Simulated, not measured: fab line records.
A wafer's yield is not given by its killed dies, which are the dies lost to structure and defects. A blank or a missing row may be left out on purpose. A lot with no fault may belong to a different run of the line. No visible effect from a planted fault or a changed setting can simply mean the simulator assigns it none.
One fault seen from 2 desks + flow sky130 + numbers are kept per desk, each desk with only its own; the story behind them comes last

AT THE TOOL OWNER'S DESK: litho_track-03
The tool's own readings at SKY_VT_ADJUST_LVTN_DEVELOP_17 (develop time 60 s): means of the sampled wafers that have a number, for each lot that ran on this tool. Any lot whose mean is over 4 standard deviations away from the usual mean is out of limits and marked OUT; that distance is given in the brackets.
Columns: A = developer_temp_C at SKY_VT_ADJUST_LVTN_DEVELOP_17, usual 23.01 C
| lot  | first seen here | A               |
|------|-----------------|-----------------|
| L359 | day 9 21:25     | 22.82           |
| L363 | day 11 06:10    | 25.39 (+22) OUT |
| L364 | day 11 14:16    | 25.27 (+21) OUT |
| L374 | day 14 04:40    | 23.01           |
This desk's verdict: out of limits on L363, L364, starting with L363 at day 11 06:10 (developer_temp_C at SKY_VT_ADJUST_LVTN_DEVELOP_17). In limits: L359, L374.

AT THE METROLOGY DESK
What the gauges read for every lot (on any tool): the sampled wafers with a number, averaged. Any lot whose mean is over 4 standard deviations away from the usual mean is out of limits and marked OUT; that distance is given in the brackets.
Columns: A = PWDE_OVL at SKY_PWDE_OVL_MEAS_07, usual 0.8 nm; B = NWELL_00_OVL at SKY_NWELL_OVL_MEAS_10, usual -0.2 nm
| lot  | first seen here | A    | B    |
|------|-----------------|------|------|
| L353 | day 4 05:53     | 1.3  | 0.7  |
| L354 | day 4 08:58     | 1.2  | 1.6  |
| L355 | day 4 14:54     | 1.5  | 0.7  |
| L357 | day 5 03:19     | 0.5  | -0.5 |
| L358 | day 5 09:18     | 0.6  | 1.5  |
| L359 | day 5 14:15     | 1.9  | -1.2 |
| L360 | day 5 20:28     | 2.0  | -0.2 |
| L363 | day 6 15:20     | 0.9  | 0.9  |
| L364 | day 6 22:02     | 0.1  | 0.4  |
| L369 | day 8 00:07     | 0.4  | -1.3 |
| L371 | day 8 08:26     | 1.0  | 1.2  |
| L372 | day 8 12:24     | 0.0  | 0.6  |
| L373 | day 8 17:46     | -0.2 | 1.1  |
| L374 | day 9 00:45     | 1.5  | -1.4 |
This desk's finding: nothing out of limits on any of the 14 lots.

TAKEN TOGETHER
An alarm could have come from the tool owner's desk at day 11 06:10, on L363, L364.
Nothing out of limits was seen by the metrology desk.
The metrology desk has L363, L364 on record, within its limits.
All the named lots went through SKY_VT_ADJUST_LVTN_DEVELOP_17 on litho_track-03.

WHAT WAS PUT IN BY THE SIMULATOR
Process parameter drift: litho_track-03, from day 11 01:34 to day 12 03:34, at SKY_VT_ADJUST_LVTN_DEVELOP_17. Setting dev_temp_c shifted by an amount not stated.
Struck lots among those shown: L363, L364.
Each desk's first reading out of limits, in hours after the fault started: the tool owner's desk, 5.
